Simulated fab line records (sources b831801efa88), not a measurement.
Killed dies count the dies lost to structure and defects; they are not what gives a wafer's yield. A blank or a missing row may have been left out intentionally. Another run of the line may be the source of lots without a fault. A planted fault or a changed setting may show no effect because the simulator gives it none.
Matching of chambers || flow gf180mcu || GF_HV_LDD_ETCHBACK_58 on rie diel-04: 4 sister chambers
The step etches Si3N4 in CH3F/O2, stops on SiO2, time 100 s, target depth 90 nm. 30 wafers are shown with their chamber, then 12 later ones without.

== WAFERS WITH THEIR CHAMBER ==
{"wafer": "L074.1", "chamber": 2, "drypump motor current A (A)": 5.3, "oes product au (a.u.)": 0.822, "throttle valve pct (%)": 10.551}
{"wafer": "L074.2", "chamber": 1, "drypump motor current A (A)": 5.5, "oes product au (a.u.)": 0.825, "throttle valve pct (%)": 10.559}
{"wafer": "L074.3", "chamber": 3, "drypump motor current A (A)": 5.9, "oes product au (a.u.)": 0.832, "throttle valve pct (%)": 10.556}
{"wafer": "L075.3", "chamber": 2, "drypump motor current A (A)": 5.4, "oes product au (a.u.)": 0.843, "throttle valve pct (%)": 10.562}
{"wafer": "L075.4", "chamber": 0, "drypump motor current A (A)": 6.7, "oes product au (a.u.)": 0.842, "throttle valve pct (%)": 10.548}
{"wafer": "L075.6", "chamber": 2, "drypump motor current A (A)": 5.4, "oes product au (a.u.)": 0.837, "throttle valve pct (%)": 10.575}
{"wafer": "L076.2", "chamber": 2, "drypump motor current A (A)": 5.3, "oes product au (a.u.)": 0.822, "throttle valve pct (%)": 10.563}
{"wafer": "L076.3", "chamber": 1, "drypump motor current A (A)": 5.5, "oes product au (a.u.)": 0.825, "throttle valve pct (%)": 10.561}
{"wafer": "L076.6", "chamber": 3, "drypump motor current A (A)": 5.9, "oes product au (a.u.)": 0.829, "throttle valve pct (%)": 10.549}
{"wafer": "L077.1", "chamber": 2, "drypump motor current A (A)": 5.4, "oes product au (a.u.)": 0.838, "throttle valve pct (%)": 10.562}
{"wafer": "L077.2", "chamber": 0, "drypump motor current A (A)": 6.6, "oes product au (a.u.)": 0.840, "throttle valve pct (%)": 10.574}
{"wafer": "L077.5", "chamber": 0, "drypump motor current A (A)": 6.7, "oes product au (a.u.)": 0.837, "throttle valve pct (%)": 10.556}
{"wafer": "L080.1", "chamber": 1, "drypump motor current A (A)": 5.5, "oes product au (a.u.)": 0.840, "throttle valve pct (%)": 10.551}
{"wafer": "L080.3", "chamber": 0, "drypump motor current A (A)": 6.7, "oes product au (a.u.)": 0.836, "throttle valve pct (%)": 10.552}
{"wafer": "L080.5", "chamber": 1, "drypump motor current A (A)": 5.5, "oes product au (a.u.)": 0.847, "throttle valve pct (%)": 10.569}
{"wafer": "L081.1", "chamber": 3, "drypump motor current A (A)": 5.9, "oes product au (a.u.)": 0.843, "throttle valve pct (%)": 10.567}
{"wafer": "L081.2", "chamber": 0, "drypump motor current A (A)": 6.6, "oes product au (a.u.)": 0.837, "throttle valve pct (%)": 10.552}
{"wafer": "L081.3", "chamber": 2, "drypump motor current A (A)": 5.4, "oes product au (a.u.)": 0.842, "throttle valve pct (%)": 10.550}
{"wafer": "L081.4", "chamber": 1, "drypump motor current A (A)": 5.5, "oes product au (a.u.)": 0.840, "throttle valve pct (%)": 10.551}
{"wafer": "L081.5", "chamber": 2, "drypump motor current A (A)": 5.4, "oes product au (a.u.)": 0.835, "throttle valve pct (%)": 10.558}
{"wafer": "L081.6", "chamber": 1, "drypump motor current A (A)": 5.5, "oes product au (a.u.)": 0.848, "throttle valve pct (%)": 10.553}
{"wafer": "L084.1", "chamber": 3, "drypump motor current A (A)": 5.9, "oes product au (a.u.)": 0.843, "throttle valve pct (%)": 10.564}
{"wafer": "L084.3", "chamber": 2, "drypump motor current A (A)": 5.4, "oes product au (a.u.)": 0.835, "throttle valve pct (%)": 10.545}
{"wafer": "L084.6", "chamber": 3, "drypump motor current A (A)": 5.9, "oes product au (a.u.)": 0.838, "throttle valve pct (%)": 10.568}
{"wafer": "L086.2", "chamber": 2, "drypump motor current A (A)": 5.4, "oes product au (a.u.)": 0.835, "throttle valve pct (%)": 10.561}
{"wafer": "L086.3", "chamber": 1, "drypump motor current A (A)": 5.5, "oes product au (a.u.)": 0.845, "throttle valve pct (%)": 10.559}
{"wafer": "L086.5", "chamber": 3, "drypump motor current A (A)": 6.0, "oes product au (a.u.)": 0.840, "throttle valve pct (%)": 10.551}
{"wafer": "L087.1", "chamber": 0, "drypump motor current A (A)": 6.7, "oes product au (a.u.)": 0.834, "throttle valve pct (%)": 10.569}
{"wafer": "L087.4", "chamber": 1, "drypump motor current A (A)": 5.5, "oes product au (a.u.)": 0.834, "throttle valve pct (%)": 10.566}
{"wafer": "L087.6", "chamber": 0, "drypump motor current A (A)": 6.7, "oes product au (a.u.)": 0.839, "throttle valve pct (%)": 10.566}

SIGNATURES (means of the wafers above)
{"reading": "drypump motor current A", "chamber 0": 6.671, "chamber 1": 5.500, "chamber 2": 5.378, "chamber 3": 5.917, "scatter within a chamber": 0.0383}
{"reading": "oes product au", "chamber 0": 0.83786, "chamber 1": 0.83800, "chamber 2": 0.83433, "chamber 3": 0.83750, "scatter within a chamber": 0.00697}
{"reading": "throttle valve pct", "chamber 0": 10.55957, "chamber 1": 10.55862, "chamber 2": 10.55856, "chamber 3": 10.55917, "scatter within a chamber": 0.00853}
Rule: distance of a wafer from a chamber = root of the sum over the readings of ((wafer's reading minus chamber's mean) / reading's scatter) squared. If the next closest chamber is less than 2 further off than the closest, the wafer can't be placed; otherwise it belongs to the closest. The scatter: take each reading less its chamber's mean, square it, sum over the shown wafers, divide by the number of wafers less the number of chambers, and take the root.

== WAFERS WITHOUT THEIR CHAMBER ==
{"wafer": "L090.1", "drypump motor current A (A)": 5.9, "oes product au (a.u.)": 0.861, "throttle valve pct (%)": 10.560}
{"wafer": "L090.2", "drypump motor current A (A)": 5.4, "oes product au (a.u.)": 0.847, "throttle valve pct (%)": 10.559}
{"wafer": "L090.3", "drypump motor current A (A)": 5.5, "oes product au (a.u.)": 0.860, "throttle valve pct (%)": 10.571}
{"wafer": "L090.4", "drypump motor current A (A)": 6.6, "oes product au (a.u.)": 0.846, "throttle valve pct (%)": 10.561}
{"wafer": "L090.5", "drypump motor current A (A)": 6.7, "oes product au (a.u.)": 0.852, "throttle valve pct (%)": 10.558}
{"wafer": "L090.6", "drypump motor current A (A)": 5.5, "oes product au (a.u.)": 0.849, "throttle valve pct (%)": 10.569}
{"wafer": "L093.2", "drypump motor current A (A)": 5.3, "oes product au (a.u.)": 0.841, "throttle valve pct (%)": 10.554}
{"wafer": "L093.3", "drypump motor current A (A)": 5.5, "oes product au (a.u.)": 0.837, "throttle valve pct (%)": 10.565}
{"wafer": "L093.4", "drypump motor current A (A)": 6.0, "oes product au (a.u.)": 0.833, "throttle valve pct (%)": 10.563}
{"wafer": "L094.2", "drypump motor current A (A)": 5.9, "oes product au (a.u.)": 0.847, "throttle valve pct (%)": 10.570}
{"wafer": "L094.5", "drypump motor current A (A)": 5.4, "oes product au (a.u.)": 0.852, "throttle valve pct (%)": 10.549}
{"wafer": "L094.6", "drypump motor current A (A)": 5.5, "oes product au (a.u.)": 0.858, "throttle valve pct (%)": 10.556}

== EACH ONE'S CHAMBER ==
{"wafer": "L090.1", "from the rows above": 3, "in truth": 3}
{"wafer": "L090.2", "from the rows above": "can't be placed: 2 or 1", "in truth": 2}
{"wafer": "L090.3", "from the rows above": "can't be placed: 1 or 2", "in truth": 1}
{"wafer": "L090.4", "from the rows above": 0, "in truth": 0}
{"wafer": "L090.5", "from the rows above": 0, "in truth": 0}
{"wafer": "L090.6", "from the rows above": 1, "in truth": 1}
{"wafer": "L093.2", "from the rows above": 2, "in truth": 2}
{"wafer": "L093.3", "from the rows above": 1, "in truth": 1}
{"wafer": "L093.4", "from the rows above": 3, "in truth": 3}
{"wafer": "L094.2", "from the rows above": 3, "in truth": 3}
{"wafer": "L094.5", "from the rows above": "can't be placed: 2 or 1", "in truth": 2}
{"wafer": "L094.6", "from the rows above": "can't be placed: 1 or 2", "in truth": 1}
8 of 12 placed correctly. From these rows, 4 cannot be placed; in 4 the true chamber is one of the candidates. Wrongly placed: 0.
